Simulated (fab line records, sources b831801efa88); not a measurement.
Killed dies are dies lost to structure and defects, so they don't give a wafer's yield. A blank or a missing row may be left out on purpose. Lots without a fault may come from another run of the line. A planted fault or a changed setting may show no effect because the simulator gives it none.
Chamber matching | flow gf180mcu | GF_POLY_GATE_ETCH_13 on rie_si-02: 4 sister chambers
The step etches poly-Si in HBr/Cl2, stops on SiO2, target depth 198.5 nm, time 69.6 s. 8 wafers are shown with their chamber, then 7 later ones without.

WAFERS WITH THEIR CHAMBER
wafer  | chamber | drypump_motor_current_A (A) | throttle_valve_pct (%)
L174.6 | 0       | 6.2                         | 33.688
L175.2 | 0       | 6.2                         | 33.692
L180.1 | 3       | 5.4                         | 33.685
L180.6 | 1       | 5.0                         | 33.692
L182.5 | 3       | 5.4                         | 33.664
L182.6 | 2       | 5.8                         | 33.685
L187.4 | 1       | 4.9                         | 33.683
L187.5 | 2       | 5.8                         | 33.705

WAFERS WITHOUT THEIR CHAMBER
wafer  | drypump_motor_current_A (A) | throttle_valve_pct (%)
L187.6 | 4.9                         | 33.686
L188.1 | 4.9                         | 33.695
L188.5 | 5.0                         | 33.690
L188.6 | 6.2                         | 33.668
L190.1 | 6.3                         | 33.697
L190.4 | 5.9                         | 33.680
L190.6 | 5.8                         | 33.686

WHICH CHAMBER EACH WENT THROUGH
wafer  | from the rows above | in truth
L187.6 | 1                   | 1
L188.1 | 1                   | 1
L188.5 | 1                   | 1
L188.6 | 0                   | 0
L190.1 | 0                   | 0
L190.4 | 2                   | 2
L190.6 | 2                   | 2
Placed correctly: 7 of 7. Can't be placed from these rows: 0. Placed wrongly: 0.
How it was worked out, from the rows above alone: a wafer's distance from a chamber is the root of the sum, over the readings, of the square of ((its reading less the chamber's mean) divided by the reading's scatter). The wafer belongs to the nearest chamber; if the next one is less than 2 further off, it can't be placed. A chamber's mean is the mean of its shown wafers. The scatter: the root of (the sum of the squares of (reading less its chamber's mean) over the shown wafers, divided by (wafers less chambers)).
